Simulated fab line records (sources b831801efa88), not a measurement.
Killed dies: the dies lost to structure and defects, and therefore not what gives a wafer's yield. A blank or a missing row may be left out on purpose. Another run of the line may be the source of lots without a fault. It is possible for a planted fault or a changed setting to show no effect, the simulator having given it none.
Which tool is to blame? || flow gf180mcu || 36 wafers sampled from 12 lots at 1 step of a route of 602

== WHAT THE GAUGES READ, wafer by wafer ==
GF_NWELL_OVL_MEAS_07.
{"lot": "L075", "measured": "day 3 13:14", "on": "overlay-02", "NWELL_OVL (nm)": "2.5 0.9 0.7"}
{"lot": "L077", "measured": "day 4 01:44", "on": "overlay-01", "NWELL_OVL (nm)": "-1.2 0.6 0.9"}
{"lot": "L079", "measured": "day 4 10:29", "on": "overlay-01", "NWELL_OVL (nm)": "0.8 0.3 -0.8"}
{"lot": "L081", "measured": "day 4 21:31", "on": "overlay-02", "NWELL_OVL (nm)": "-2.2 0.7 -1.3"}
{"lot": "L083", "measured": "day 5 08:01", "on": "overlay-01", "NWELL_OVL (nm)": "-0.8 0.3 -1.2"}
{"lot": "L085", "measured": "day 5 17:56", "on": "overlay-01", "NWELL_OVL (nm)": "-1.3 -2.2 -1.2"}
{"lot": "L087", "measured": "day 6 04:55", "on": "overlay-02", "NWELL_OVL (nm)": "-0.3 0.4 1.0"}
{"lot": "L089", "measured": "day 6 15:25", "on": "overlay-02", "NWELL_OVL (nm)": "0.0 -0.2 0.1"}
{"lot": "L091", "measured": "day 7 07:31", "on": "overlay-02", "NWELL_OVL (nm)": "0.4 -0.7 -0.2"}
{"lot": "L093", "measured": "day 7 17:52", "on": "overlay-02", "NWELL_OVL (nm)": "0.1 0.2 1.3"}
{"lot": "L095", "measured": "day 8 04:10", "on": "overlay-01", "NWELL_OVL (nm)": "-1.2 0.8 -1.7"}
{"lot": "L097", "measured": "day 8 17:13", "on": "overlay-02", "NWELL_OVL (nm)": "-2.8 -2.8 -1.3"}

== WHAT TOOL EACH LOT RAN ON (gives the tool, then ch and the chambers of the sampled wafers, and finally the start) ==
The record shows no process step preceding these readings.

== THE ANSWER, worked out from the rows above alone ==
Rule: what is usual is taken from the lots themselves. Put in order of their means at a reading, lots are off if they are a third of the lots or fewer, leave a main group of 4 or more, and stand apart from it by a gap of 3 or more times the standard deviation of the main group's means; of several such gaps the widest counts. A main group is skipped when, at the precision printed for the reading in the tables above, its means are all equal. Also off: a lot with no number at a reading for which 4 or more lots have one. All remaining lots with rows at the step are treated as sound.
No lot is off on any of the readings shown, so nothing can be concluded from this.

== WHAT THE SIMULATOR HAD INSERTED ==
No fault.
